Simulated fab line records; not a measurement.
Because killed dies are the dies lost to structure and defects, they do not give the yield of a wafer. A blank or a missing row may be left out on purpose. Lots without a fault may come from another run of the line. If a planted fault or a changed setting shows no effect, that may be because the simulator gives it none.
A lot that was struck, set against a sound lot | flow sky130 | 34 steps out of a route of 708
Sound: these wafers, L910.3, L910.4, L910.5. Struck: wafer L917.6. (L917.3, L917.4 of the same lot were not struck and are left out.) The cause comes at the end.
Each step with rows lists, per side, the tool, then ch with its chambers, then its first start. Under that, the readings that differ: sound wafers | struck wafers | difference of the means | sigmas: that difference in standard deviations of wafers without a fault.
alike: a reading whose means differ by less than 2 such deviations, as well as words and numbers matching on both sides. not compared: withheld readings; readings where some wafer has no value; bounds like >300 that might hide an equal value; numbers whose values overlap and for which the record gives no deviation.
The two part at a step that has a row with sigmas, a row that says differs or no value, or rows on one side only. Numbers that don't overlap but have no deviation are shown without sigmas and don't part them. A reading missing from all wafers of one side parts the sides only when that side holds two or more wafers.

SKY_VIA1_OVL_MEAS_13:
  sound: overlay-02 at day 34 00:26; struck: overlay-02 at day 36 09:21
  reading       | sound    | struck | difference | sigmas
  VIA1_OVL (nm) | -7 -2 -2 | 10     | +14        | +2
then, 2 steps without rows for these wafers: SKY_VIA1_ETCH_14 (etches BARC in N2/H2, stops on SiO2, time 45.9 s, target depth 60 nm); SKY_VIA1_ETCH_15 (etches SiO2 in C4F8/O2/Ar, stops on TiN, target depth 351 nm, time 54 s).
SKY_VIA1_STRIP_16: strips in O2/N2.
  sound on plasma asher-02 ch 0,1, day 34 00:35; struck on plasma asher-03 ch 0, day 36 09:30
  alike: drypump motor current A, oes product au, strip time to endpoint s
  not compared: rf hours counter h
then, 3 steps without rows for these wafers: SKY_VIA1_STRIP_17 (strips in post etch residue remover, time 1200 s); SKY_VIA1_CLEAN_18 (cleans in IPA, time 180 s); SKY_VIA1_CLEAN_19 (cleans in O3/DIW).
SKY_VIA1_SPUTTER_20: material TiN, target thk 20 nm, time 80 s.
  sound: pvd sputter-02 at day 34 01:12; struck: pvd sputter-02 at day 36 10:04
  alike: throttle valve pct
then, 1 step without rows for these wafers: SKY_VIA1_CVD_21 (deposits W, target thk 270 nm, time 80.902 s).
SKY_VIA1_RS_MEAS_22: the measuring method here is four-point-probe.
  sound: film metro-01 at day 34 01:23; struck: film metro-01 at day 36 10:15
  alike: VIA1_W_RS
SKY_VIA1_THK_MEAS_23: measures by xrf.
  sound: film metro-01 at day 34 01:29; struck: film metro-01 at day 36 10:21
  alike: VIA1_W_THK
then, 1 step without rows for these wafers: SKY_VIA1_CMP_24 (polishes, stops on SiO2, t overpolish 15 s, target thk 0 nm).
SKY_METAL2_SPUTTER_00: material Ti, target thk 15 nm, time 10 s.
  sound: pvd sputter-03 at day 34 01:50; struck: pvd sputter-01 at day 36 10:41
  reading                                   | sound             | struck | difference | sigmas
  model.Ti_of_METAL2_SPUTTER_00.thk nm (nm) | 14.99 14.88 14.79 | 28.22  | +13.33     |
  alike: throttle valve pct
then, 2 steps without rows for these wafers: SKY_METAL2_SPUTTER_01 (material TiN, target thk 20 nm, time 16.7 s); SKY_METAL2_SPUTTER_02 (material AlCu, target thk 250 nm, time 13.3 s).
SKY_METAL2_SPUTTER_03: material Ti, target thk 5 nm, time 3.3 s.
  sound: pvd sputter-03 at day 34 01:54; struck: pvd sputter-01 at day 36 10:46
  alike: throttle valve pct
SKY_METAL2_SPUTTER_04: material TiN, target thk 70 nm, time 58.3 s.
  sound: pvd sputter-03 at day 34 01:55; struck: pvd sputter-01 at day 36 10:47
  alike: throttle valve pct
SKY_METAL2_RS_MEAS_05: the measuring method here is four-point-probe.
  sound: film metro-03 at day 34 02:01; struck: film metro-03 at day 36 10:52
  alike: METAL2_ALCU_RS
SKY_METAL2_THK_MEAS_06: measures by xrf.
  sound: film metro-03 at day 34 02:07; struck: film metro-03 at day 36 10:58
  alike: METAL2_ALCU_THK
then, 8 steps without rows for these wafers: SKY_METAL2_DEHYDRATE_07 (time 60 s); SKY_METAL2_HMDS_08 (prime time 60 s); SKY_METAL2_COAT_09 (resist thk 60 nm); SKY_METAL2_COAT_10 (resist thk 450 nm); SKY_METAL2_SOFTBAKE_11 (time 90 s); SKY_METAL2_EXPOSE_12 (exposes mask MM2, target cd 140 nm); SKY_METAL2_PEB_13; SKY_METAL2_DEVELOP_14 (develop time 60 s).
SKY_METAL2_CD_MEAS_15: target cd 140 nm.
  sound: cd sem-02 at day 35 04:50; struck: cd sem-01 at day 37 12:54
  alike: cd nm
SKY_METAL2_OVL_MEAS_16:
  sound: overlay-02 at day 35 04:56; struck: overlay-01 at day 37 12:59
  reading         | sound | struck | difference | sigmas
  METAL2_OVL (nm) | 5 2 8 | -5     | -10        | -2
SKY_METAL2_DESCUM_17: chemistry O2, time 8 s.
  sound on rie metal-02 ch 0,1, day 35 04:58; struck on rie metal-04 ch 1, day 37 13:02
  alike: drypump motor current A, oes product au
  not compared: rf hours counter h
then, 1 step without rows for these wafers: SKY_METAL2_ETCH_18 (etches BARC in N2/H2, stops on SiO2, time 45.9 s, target depth 60 nm).
SKY_METAL2_METAL_ETCH_19: etches the open film in Cl2/BCl3, stops on SiO2, target depth 360 nm, time 78 s.
  sound on rie metal-02 ch 0,1, day 35 05:05; struck on rie metal-04 ch 1, day 37 13:08
  reading               | sound             | struck | difference | sigmas
  oes product au (a.u.) | 0.854 0.855 0.843 | 0.871  | +0.020     | +4
  alike: bias w, drypump motor current A, throttle valve pct
  not compared: rf hours counter h
then, 1 step without rows for these wafers: SKY_METAL2_STRIP_20 (strips in O2/N2).
-- the record jumps here: 10 days lie between the struck wafers' starts before and after (it left off in module METAL2 and takes up again in module PAD_OPEN, whose first step shown is number 708 of the route) --
SKY_PAD_OPEN_PROBE_99:
  the record has rows for the struck wafers here (prober-01, day 47 16:25) and none for the sound ones

== WHERE THEY PART ==
First at SKY_VIA1_OVL_MEAS_13; last, within this record, at SKY_PAD_OPEN_PROBE_99.

WHY: the cause the simulator had injected
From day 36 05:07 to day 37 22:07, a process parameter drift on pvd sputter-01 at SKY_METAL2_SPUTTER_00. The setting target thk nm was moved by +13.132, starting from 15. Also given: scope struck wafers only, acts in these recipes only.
